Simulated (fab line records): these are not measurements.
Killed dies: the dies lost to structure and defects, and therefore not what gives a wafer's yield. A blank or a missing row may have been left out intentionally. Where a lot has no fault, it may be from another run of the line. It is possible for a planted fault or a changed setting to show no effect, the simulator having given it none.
8D (eight disciplines) problem report, filled in by code / flow sky130 / the parts of the form that need people (team, actions taken, sign-off) are left out

## 1. WHAT WENT WRONG
At SKY_FIELD_ISO_DEVELOP_12, developer_temp_C averages 20.20 C over 6 wafers from 2 lots, while fault-free wafers read 21.02 C, standard deviation 0.11. That puts it -7.4 standard deviations away from the usual mean.
The step: develop time 60 s.
The first sign was on wafer L868.1 at day 4 17:00, on litho_track-01. The record has a number at this step for 39 wafers belonging to 13 lots. The rule behind "out" and "out of limits": a value lying over 4 standard deviations away from the usual mean. Any other wafer with a number is counted as sound.

## 2. WHAT IT IS, AND WHAT IT ISN'T
question=which readings at this step | is=developer_temp_C | is not=exhaust_pa
question=which lots | is=L868, L869 | is not=L857, L858, L859, L861, L862, L863, L865, L872, L876, L877, L880
question=which wafers of those lots | is=all that have a number | is not=-
question=read on which tools | is=litho_track-01 | is not=litho_track-02, litho_track-04
question=when | is=from day 4 17:00 | is not=up to then (21 sound wafers); but 12 sound wafers of L872, L876, L877, L880 came after

## 3. SUSPECTS, AND WHAT RULES EACH OUT
Counting: any tool at a process step up to the reading is kept as a suspect provided that every lot that is out went through it and no sound lot did after the first of them.
- litho_track-01 at SKY_FIELD_ISO_DEVELOP_12 (develop time 60 s): kept. All lots that are out passed through it, beginning with L868 at day 4 17:00, and no sound lot followed; its final sound lot before that point was L865 at day 3 22:00. Out on those wafers are its own readings of developer_temp_C.
The count leaves litho_track-01 at SKY_FIELD_ISO_DEVELOP_12.

## 4. THE CAUSE (what the simulator had put in)
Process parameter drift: litho_track-01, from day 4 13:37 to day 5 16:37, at SKY_FIELD_ISO_DEVELOP_12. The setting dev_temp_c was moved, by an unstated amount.
Counting left only this tool.

## 5. SEQUENCE OF EFFECTS, ordered by route
Each row: a reading where the mean over the struck wafers with a number is more than 3 standard deviations away from the usual. Readings are gone through only where the record gives a usual standard deviation; hours: the median, over the lots, of the time from a lot's start at the first step in this table giving one to that lot's start at this step; sigmas: the change measured in usual standard deviations.
hours=0; step=SKY_FIELD_ISO_DEVELOP_12; reading=developer_temp_C; usual=21.02 C; on struck wafers=20.20; change=-0.82; sigmas=-7.4
Its process steps:
- SKY_FIELD_ISO_DEVELOP_12: develop time 60 s.
Later measuring or inspecting steps at which every struck wafer that the step has a row for has a number for every such reading, and none has moved that far: SKY_FIELD_ISO_CD_MEAS_13, SKY_LDD_HVN_TW_MEAS_10.

## 6. WHAT WOULD HAVE CAUGHT IT SOONER
3 hours passed between the start of the fault at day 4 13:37 and the first reading out of limits in this record, taken at day 4 17:00.
